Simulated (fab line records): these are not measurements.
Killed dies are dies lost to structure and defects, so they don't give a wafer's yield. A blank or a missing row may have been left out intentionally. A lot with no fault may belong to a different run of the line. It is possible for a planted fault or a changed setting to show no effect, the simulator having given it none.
Commonality check across tools ; flow sky130 ; 11 lots and 33 wafers in the sample

THE REASON FOR OPENING IT
At SKY_GATE_OXIDE_THK_MEAS_02 the reading GATE_OXIDE_OXIDATION_00_THK is flagged on 2 of 11 lots. Fault-free wafers read 10.27 nm, with a standard deviation of 0.17.
Rule: a lot gets a flag if all its wafers with a number sit over 4 standard deviations from that mean, or if no wafer of it has a number. The other lots count as sound.

lot;measured;on;GATE_OXIDE_OXIDATION_00_THK (nm), wafer by wafer;flag
L620;day 13 18:20;film_metro-03;8.25 8.26 8.37;FLAGGED
L621;day 13 18:21;film_metro-01;7.86 8.07 7.94;FLAGGED
L629;day 16 18:03;film_metro-03;10.28 10.07 10.23;
L630;day 17 01:17;film_metro-02;10.55 10.31 10.42;
L631;day 17 19:41;film_metro-01;10.52 10.43 10.48;
L632;day 18 03:45;film_metro-03;10.18 10.29 10.20;
L633;day 18 06:25;film_metro-03;10.11 10.07 10.18;
L635;day 18 15:54;film_metro-02;10.12 9.91 10.01;
L638;day 19 22:15;film_metro-01;9.92 10.16 10.00;
L639;day 20 08:33;film_metro-03;10.19 10.27 10.28;
L640;day 20 13:44;film_metro-03;10.28 10.31 10.33;
On average the flagged lots' numbers are 8.12 nm, which is -2.14 nm against the usual, or -13 standard deviations.

EACH LOT AND THE TOOL IT RAN ON
The record holds 1 process step before the reading, out of a route of 708 steps. Every cell lists first the tool, next ch and the chambers used by the sampled wafers, and last the start.
lot;flag;SKY_GATE_OXIDE_OXIDATION_01
L620;FLAGGED;furnace-02 ch 0, day 13 16:56
L621;FLAGGED;furnace-02 ch 0, day 13 16:56
L629;;furnace-01 ch 0, day 16 16:38
L630;;furnace-01 ch 0, day 16 23:52
L631;;furnace-02 ch 0, day 17 18:16
L632;;furnace-02 ch 0, day 18 02:19
L633;;furnace-02 ch 0, day 18 04:59
L635;;furnace-02 ch 0, day 18 14:29
L638;;furnace-02 ch 0, day 19 20:49
L639;;furnace-01 ch 0, day 20 07:07
L640;;furnace-02 ch 0, day 20 12:19
What is done by these steps:
- SKY_GATE_OXIDE_OXIDATION_01: stabilise 600 s, purge 300 s, target thk 10.268 nm.
- SKY_GATE_OXIDE_THK_MEAS_02

FLAGGED OVER TOTAL, TOOL BY TOOL (the gauges that took the reading come last)
step;tool;lots run;flagged;share of the flagged lots;sound lots run after its first flagged lot
SKY_GATE_OXIDE_OXIDATION_01;furnace-01;3;0;none;-
SKY_GATE_OXIDE_OXIDATION_01;furnace-02;8;2;all;6 (L631,L632,L633,L635,L638,L640)
SKY_GATE_OXIDE_THK_MEAS_02;film_metro-01;3;1;some;2 (L631,L638)
SKY_GATE_OXIDE_THK_MEAS_02;film_metro-02;2;0;none;-
SKY_GATE_OXIDE_THK_MEAS_02;film_metro-03;6;1;some;5 (L629,L632,L633,L639,L640)

WHAT THE TABLE PERMITS
All flagged lots share 1 row of the table, namely furnace-02 at SKY_GATE_OXIDE_OXIDATION_01.
- furnace-02 at SKY_GATE_OXIDE_OXIDATION_01 ran 8 lots, 2 of them flagged. Sound lots ran on it after the first flagged one (L631, L632, L633, L635, L638, L640), which a lasting fault on the whole tool wouldn't allow. Its own readings (spike_tc_bottom_C, spike_tc_centre_C, spike_tc_lower_C, spike_tc_top_C, spike_tc_upper_C, tube_center_temp_C, tube_center_temp_C_max) fall more than 4 standard deviations out on all wafers of the flagged lots.
There is no row in the table that ran each flagged lot and no sound lot after the first.

WHAT WAS PUT IN BY THE SIMULATOR
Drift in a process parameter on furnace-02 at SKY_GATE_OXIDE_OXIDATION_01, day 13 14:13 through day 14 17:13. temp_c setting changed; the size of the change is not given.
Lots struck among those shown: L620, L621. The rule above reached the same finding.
